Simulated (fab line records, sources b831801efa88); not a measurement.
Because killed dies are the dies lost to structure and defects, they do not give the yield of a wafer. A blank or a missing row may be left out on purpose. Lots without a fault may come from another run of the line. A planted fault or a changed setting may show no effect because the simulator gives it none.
Matching of chambers / flow sky130 / 4 sister chambers for SKY_LI_CONTACT_CMP_02 on cmp-01
The step polishes PSG. 8 wafers are shown with their chamber, then 9 later ones without.

== WAFERS PAIRED WITH THEIR CHAMBERS ==
wafer=L501.2; chamber=1; time-to-endpoint-s (s)=35; motor-current-A (A)=11.6
wafer=L514.5; chamber=1; time-to-endpoint-s (s)=29; motor-current-A (A)=12.0
wafer=L514.6; chamber=2; time-to-endpoint-s (s)=43; motor-current-A (A)=12.2
wafer=L517.5; chamber=3; time-to-endpoint-s (s)=46; motor-current-A (A)=12.4
wafer=L517.6; chamber=2; time-to-endpoint-s (s)=41; motor-current-A (A)=12.9
wafer=L518.2; chamber=0; time-to-endpoint-s (s)=34; motor-current-A (A)=12.2
wafer=L518.3; chamber=3; time-to-endpoint-s (s)=42; motor-current-A (A)=11.0
wafer=L518.5; chamber=0; time-to-endpoint-s (s)=32; motor-current-A (A)=12.7

== WAFERS WITH NO CHAMBER GIVEN ==
wafer=L520.4; time-to-endpoint-s (s)=30; motor-current-A (A)=12.1
wafer=L520.5; time-to-endpoint-s (s)=42; motor-current-A (A)=12.8
wafer=L520.6; time-to-endpoint-s (s)=33; motor-current-A (A)=11.9
wafer=L521.1; time-to-endpoint-s (s)=40; motor-current-A (A)=13.5
wafer=L521.2; time-to-endpoint-s (s)=33; motor-current-A (A)=12.6
wafer=L521.5; time-to-endpoint-s (s)=35; motor-current-A (A)=12.7
wafer=L524.1; time-to-endpoint-s (s)=36; motor-current-A (A)=12.1
wafer=L524.2; time-to-endpoint-s (s)=29; motor-current-A (A)=12.5
wafer=L524.3; time-to-endpoint-s (s)=41; motor-current-A (A)=11.9

== THE CHAMBER EACH PASSED THROUGH ==
wafer=L520.4; from the rows above=can't be placed: 1 or 0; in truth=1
wafer=L520.5; from the rows above=can't be placed: 2 or 3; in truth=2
wafer=L520.6; from the rows above=can't be placed: 1 or 0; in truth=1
wafer=L521.1; from the rows above=can't be placed: 2 or 0 or 3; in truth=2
wafer=L521.2; from the rows above=can't be placed: 0 or 1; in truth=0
wafer=L521.5; from the rows above=can't be placed: 0 or 1 or 2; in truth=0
wafer=L524.1; from the rows above=can't be placed: 0 or 1 or 2 or 3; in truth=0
wafer=L524.2; from the rows above=can't be placed: 0 or 1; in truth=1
wafer=L524.3; from the rows above=can't be placed: 3 or 2 or 0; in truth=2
Correctly placed: 0 of 9. These rows do not allow placing 9 (true chamber among the candidates in 9). Wrongly placed: 0.
How it was worked out, from the rows above alone: a wafer's distance from a chamber is the root of the sum, over the readings, of the square of ((its reading less the chamber's mean) divided by the reading's scatter). The wafer belongs to the nearest chamber; if the next one is less than 2 further off, it can't be placed. Each chamber's mean is taken over the wafers shown for it. The scatter: take each reading less its chamber's mean, square it, sum over the shown wafers, divide by the number of wafers less the number of chambers, and take the root.
